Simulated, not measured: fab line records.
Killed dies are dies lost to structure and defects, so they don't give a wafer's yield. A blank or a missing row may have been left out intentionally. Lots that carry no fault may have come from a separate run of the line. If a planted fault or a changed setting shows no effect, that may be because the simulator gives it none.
A single fault, viewed from 2 desks | flow sky130 | each desk holds nothing but its own numbers, with what lay behind them at the end

== THE TOOL OWNER'S DESK: implanter-01 ==
SKY_VT_ADJUST_LVTN_IMPLANT_08, tool's own readings: per-lot mean of the sampled wafers with a number, covering each lot this tool ran. Any lot whose mean is over 4 standard deviations away from the usual mean is out of limits and marked OUT; that distance is given in the brackets.
Columns: A = dose_ions_cm2 at SKY_VT_ADJUST_LVTN_IMPLANT_08, usual 1.5701e+12; B = faraday_current_uA at SKY_VT_ADJUST_LVTN_IMPLANT_08, usual 8.89
lot  | first seen here | A                            | B
L752 | day 8 06:27     | 1.5697e+12                   | 8.98
L757 | day 9 09:05     | 1.5714e+12                   | 8.91
L758 | day 9 12:55     | 1.5723e+12                   | 8.83
L759 | day 9 21:13     | 9.9250e+11 (-99 or more) OUT | 5.58 (-17) OUT
L763 | day 11 01:41    | 9.9167e+11 (-99 or more) OUT | 5.62 (-17) OUT
This desk's finding: out of limits on L759, L763; first on L759, day 9 21:13 (dose_ions_cm2 at SKY_VT_ADJUST_LVTN_IMPLANT_08). L752, L757, L758 stayed within limits.

== THE METROLOGY DESK ==
What the gauges read for every lot (on any tool): the sampled wafers with a number, averaged. Any lot whose mean is over 4 standard deviations away from the usual mean is out of limits and marked OUT; that distance is given in the brackets.
Columns: A = PWDE_TW at SKY_PWDE_TW_MEAS_10, usual 376; B = VT_ADJUST_LVTN_TW at SKY_VT_ADJUST_LVTN_TW_MEAS_10, usual 240.2; C = VT_ADJUST_LVTN_2_TW at SKY_VT_ADJUST_LVTN_TW_MEAS_21, usual 187.6; D = cd_nm at SKY_VT_ADJUST_NCORE_CD_MEAS_07, usual 380.3 nm
lot  | first seen here | A   | B               | C     | D
L748 | day 4 06:01     | 375 | 239.6           | 189.9 | 380.2
L749 | day 4 08:00     | 376 | 238.3           | 185.8 | 385.5
L751 | day 4 13:40     | 376 | 243.1           | 186.5 | 381.3
L752 | day 5 01:13     | 380 | 239.3           | 188.9 | 373.7
L754 | day 5 06:07     | 379 | 238.6           | 186.6 | 380.6
L756 | day 5 16:12     | 376 | 239.8           | 186.4 | 375.6
L757 | day 5 23:16     | 378 | 239.1           | 186.9 | 379.8
L758 | day 6 04:29     | 369 | 244.3           | 186.7 | 381.7
L759 | day 6 10:35     | 374 | 210.4 (-13) OUT | 186.8 | 379.9
L761 | day 7 01:28     | 383 | 245.0           | 191.1 | 384.9
L763 | day 7 11:19     | 376 | 210.3 (-13) OUT | 186.8 | 381.2
L769 | day 8 19:14     | 377 | 243.6           | 187.8 | 379.9
L771 | day 9 13:52     | 377 | 238.7           | 190.5 | 377.9
This desk reports L759, L763 out of limits; the earliest was L759 at day 9 21:26 (VT_ADJUST_LVTN_TW at SKY_VT_ADJUST_LVTN_TW_MEAS_10). L748, L749, L751, L752, L754, L756, L757, L758, L761, L769, L771 stayed within limits.

== BROUGHT TOGETHER ==
At day 9 21:13, on L759, L763, the tool owner's desk was in a position to raise an alarm.
An alarm was possible from the metrology desk at day 9 21:26, on L759, L763.
On implanter-01, each named lot ran SKY_VT_ADJUST_LVTN_IMPLANT_08.

== WHAT THE SIMULATOR PUT IN ==
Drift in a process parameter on implanter-01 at SKY_VT_ADJUST_LVTN_IMPLANT_08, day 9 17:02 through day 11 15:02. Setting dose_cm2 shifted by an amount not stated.
Lots struck among those shown: L759, L763.
Hours from the fault's start to each desk's first reading out of limits: the tool owner's desk, 4; the metrology desk, 4.
